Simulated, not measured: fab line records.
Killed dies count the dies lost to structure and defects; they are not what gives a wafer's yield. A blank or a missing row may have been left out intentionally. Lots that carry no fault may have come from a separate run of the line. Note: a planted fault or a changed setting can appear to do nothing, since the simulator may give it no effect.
Matching of chambers    flow sky130    4 sister chambers for SKY_VIA1_CMP_24 on cmp-02
The step polishes, stops on SiO2, t overpolish 15 s, target thk 0 nm. 4 wafers are shown with their chamber, then 12 later ones without.

== WAFERS, EACH WITH ITS CHAMBER ==
wafer   chamber  motor-current-A (A)
L082.6  1        9.7
L089.4  0        8.7
L089.5  3        11.7
L089.6  2        9.9

== WAFERS WITH NO CHAMBER GIVEN ==
wafer   motor-current-A (A)
L093.2  11.9
L093.3  8.4
L093.5  10.1
L094.1  8.8
L094.2  9.2
L094.5  9.7
L096.3  12.3
L096.4  10.0
L096.5  9.9
L097.2  10.3
L097.3  12.0
L097.4  9.7

== THE CHAMBER EACH PASSED THROUGH ==
wafer   from the rows above           in truth
L093.2  3                             3
L093.3  0                             0
L093.5  can't be placed: 2 or 1       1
L094.1  0                             0
L094.2  can't be placed: 0 or 1 or 2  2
L094.5  can't be placed: 1 or 2       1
L096.3  3                             3
L096.4  can't be placed: 2 or 1       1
L096.5  can't be placed: 2 or 1       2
L097.2  can't be placed: 2 or 1       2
L097.3  3                             3
L097.4  can't be placed: 1 or 2       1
5 of 12 placed correctly. These rows do not allow placing 7 (true chamber among the candidates in 7). Placed wrongly: 0.
How it was worked out, from the rows above alone: a wafer's distance from a chamber is the root of the sum, over the readings, of the square of ((its reading less the chamber's mean) divided by the reading's scatter). If the next closest chamber is less than 2 further off than the closest, the wafer can't be placed; otherwise it belongs to the closest. Each chamber's mean is taken over the wafers shown for it. The scatter (one wafer shown for each chamber): square how far every hidden wafer sits from the nearest shown wafer, average those squares and take the square root.
